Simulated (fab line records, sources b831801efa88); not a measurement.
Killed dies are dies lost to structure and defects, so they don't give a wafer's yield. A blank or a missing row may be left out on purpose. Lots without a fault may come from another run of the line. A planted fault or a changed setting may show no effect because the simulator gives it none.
Chamber matching | flow sfq_line | SFQ_TRILAYER_I5_ETCH_VIA_ETCH_147 on rie_diel-01: 4 sister chambers
The step etches the open film in CHF3, stops on Nb, target depth 360 nm. 8 wafers are shown with their chamber, then 7 later ones without.

WAFERS WITH THEIR CHAMBER
wafer  | chamber | drypump_motor_current_A (A) | oes_product_au (a.u.)
L844.1 | 0       | 5.4                         | 0.987
L844.4 | 3       | 5.3                         | 0.991
L844.6 | 2       | 6.2                         | 0.986
L846.1 | 1       | 5.9                         | 0.988
L846.5 | 1       | 5.9                         | 1.004
L846.6 | 0       | 5.4                         | 0.986
L848.1 | 2       | 6.1                         | 0.984
L848.4 | 3       | 5.3                         | 0.988

WAFERS WITHOUT THEIR CHAMBER
wafer  | drypump_motor_current_A (A) | oes_product_au (a.u.)
L848.6 | 6.1                         | 0.997
L849.2 | 5.3                         | 0.982
L849.5 | 6.0                         | 0.998
L849.6 | 5.4                         | 0.995
L853.4 | 5.9                         | 0.995
L853.5 | 6.1                         | 0.994
L853.6 | 5.3                         | 0.985

WHICH CHAMBER EACH WENT THROUGH
wafer  | from the rows above     | in truth
L848.6 | 2                       | 2
L849.2 | can't be placed: 3 or 0 | 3
L849.5 | can't be placed: 1 or 2 | 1
L849.6 | can't be placed: 0 or 3 | 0
L853.4 | 1                       | 1
L853.5 | 2                       | 2
L853.6 | 3                       | 3
Placed correctly: 4 of 7. Can't be placed from these rows: 3 (the true chamber is among the candidates in 3). Placed wrongly: 0.
How it was worked out, from the rows above alone: a wafer's distance from a chamber is the root of the sum, over the readings, of the square of ((its reading less the chamber's mean) divided by the reading's scatter). The wafer belongs to the nearest chamber; if the next one is less than 2 further off, it can't be placed. A chamber's mean is the mean of its shown wafers. The scatter: the root of (the sum of the squares of (reading less its chamber's mean) over the shown wafers, divided by (wafers less chambers)).
